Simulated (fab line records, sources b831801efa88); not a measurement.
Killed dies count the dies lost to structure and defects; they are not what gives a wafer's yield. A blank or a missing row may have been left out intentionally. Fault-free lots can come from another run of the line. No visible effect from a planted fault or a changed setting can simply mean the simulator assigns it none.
Split-lot study ; flow gf180mcu ; on a route of 602 steps: 5 lots, 23 wafers read

SPLIT DETAILS
At GF_TOP_METAL_SPUTTER_02 (material AlCu, target thk 900 nm, time 47.82 s), the setting timeS was moved away from the recipe's 47.82 s on 8 of the 23 wafers read, by -13.7% to +11.9%. The other wafers ran this setting at the recipe's value.

FROM THE SPLIT TO THE READING: what the file shows between them, 6 steps
- GF_TOP_METAL_SPUTTER_03: material Ti, target thk 5 nm, time 3.3 s
- GF_TOP_METAL_SPUTTER_04: material TiN, target thk 25 nm, time 20.8 s
- GF_TOP_METAL_RS_MEAS_05: measures by four-point-probe
- GF_TOP_METAL_THK_MEAS_06: measures by xrf
- GF_TOP_METAL_DEVELOP_13: develop time 60 s (also split here: devTempC)
- GF_TOP_METAL_CD_MEAS_14: target cd 440 nm

THE READING
oesProductAu, in a.u., at GF_TOP_METAL_METAL_ETCH_16 (etches the open film in Cl2/BCl3, stops on SiO2, target depth 1077.5 nm, time 179.6 s). Typical for fault-free wafers on this fab line: 0.968 a.u., with standard deviation 0.0082 a.u.

wafer;tool, chamber at the split;timeS as run, s;against the recipe;oesProductAu, a.u.;against lot-mates on the recipe
L076.1;pvdSputter-04, -;47.82;recipe;0.987;-
L076.2;pvdSputter-04, -;42.93;-10.2%;0.918;-0.062
L076.3;pvdSputter-04, -;42.93;-10.2%;0.923;-0.057
L076.4;pvdSputter-04, -;47.82;recipe;0.973;-
L076.5;pvdSputter-04, -;42.93;-10.2%;0.924;-0.056
L078.2;pvdSputter-03, -;47.82;recipe;0.960;-
L078.3;pvdSputter-03, -;47.82;recipe;0.964;-
L078.4;pvdSputter-03, -;47.82;recipe;0.970;-
L078.5;pvdSputter-03, -;47.82;recipe;0.961;-
L078.6;pvdSputter-03, -;47.82;recipe;0.975;-
L079.1;pvdSputter-04, -;47.82;recipe;0.961;-
L079.4;pvdSputter-04, -;47.82;recipe;0.959;-
L079.5;pvdSputter-04, -;47.82;recipe;0.959;-
L082.1;pvdSputter-03, -;47.82;recipe;0.966;-
L082.2;pvdSputter-03, -;47.82;recipe;0.967;-
L082.3;pvdSputter-03, -;41.26;-13.7%;0.892;-0.077
L082.5;pvdSputter-03, -;41.26;-13.7%;0.905;-0.064
L082.6;pvdSputter-03, -;47.82;recipe;0.974;-
L084.1;pvdSputter-04, -;53.5;+11.9%;0.983;+0.003
L084.2;pvdSputter-04, -;53.5;+11.9%;0.995;+0.015
L084.4;pvdSputter-04, -;47.82;recipe;0.976;-
L084.5;pvdSputter-04, -;47.82;recipe;0.985;-
L084.6;pvdSputter-04, -;53.5;+11.9%;1.000;+0.020

THE FIT
A straight line over all 23 wafers: oesProductAu changes by +0.00369 a.u. for each +1% of timeS; r = +0.91; the points scatter about the line by 0.012 a.u.
The same after taking each lot's own level away (the mean of its wafers on the recipe; 23 wafers): +0.00356 a.u. for each +1%; r = +0.88; scatter 0.014 a.u.
Per that fit: largest timeS move, reading shift of 0.049 a.u.
The span of the lots' own levels, 0.9597 to 0.9805 a.u., comes to 2.5 times the standard deviation stated above.
Consequently the slope shifts little with the lot-to-lot level, the two slopes agreeing.
Check: with one of the wafers moved furthest among these (-13.7%) left out of the fit, the line predicts -0.0529 a.u. for it against its lot-mates. Against them it came out at -0.077 a.u.

THE OTHER SPLITS THESE WAFERS WENT THROUGH
These wafers also went through other splits before the reading. Each is held against what the fit with the lots' levels taken away leaves over:
other split on the same wafers;wafers away from the commonest value;r with oesProductAu (lot level and that fit taken away)
GF_M5_METAL_ETCH_10 icpW;5;+0.15
GF_V5_PEB_12 pebTimeS;9;-0.02
GF_V5_SPUTTER_21 chamberPressurePa;15;-0.07
GF_TOP_METAL_DEVELOP_13 devTempC;8;+0.17

THE WHOLE CHAIN: every reading that the file lists as answering this split, in the file's order
step;what it does;reading;change (the file's fit);r (the file's)
GF_TOP_METAL_SPUTTER_02;material AlCu, target thk 900 nm, time 47.82 s;AlCu_of_TOP_METAL_SPUTTER_02.thkNm (the simulator's own value, which no gauge read);+8.85 nm for each +1% of the setting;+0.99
GF_TOP_METAL_RS_MEAS_05;measures by four-point-probe;TOP_METAL_ALCU_RS;-0.000334 for each +1% of the setting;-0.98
GF_TOP_METAL_THK_MEAS_06;measures by xrf;TOP_METAL_ALCU_THK;+8.83 for each +1% of the setting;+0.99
GF_TOP_METAL_METAL_ETCH_16;etches the open film in Cl2/BCl3, stops on SiO2, target depth 1077.5 nm, time 179.6 s;oesProductAu;+0.00395 a.u. for each +1% of the setting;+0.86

THE FILE'S OWN FIT
oesProductAu changes by +0.00395 a.u. for each +1% of timeS, r = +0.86.
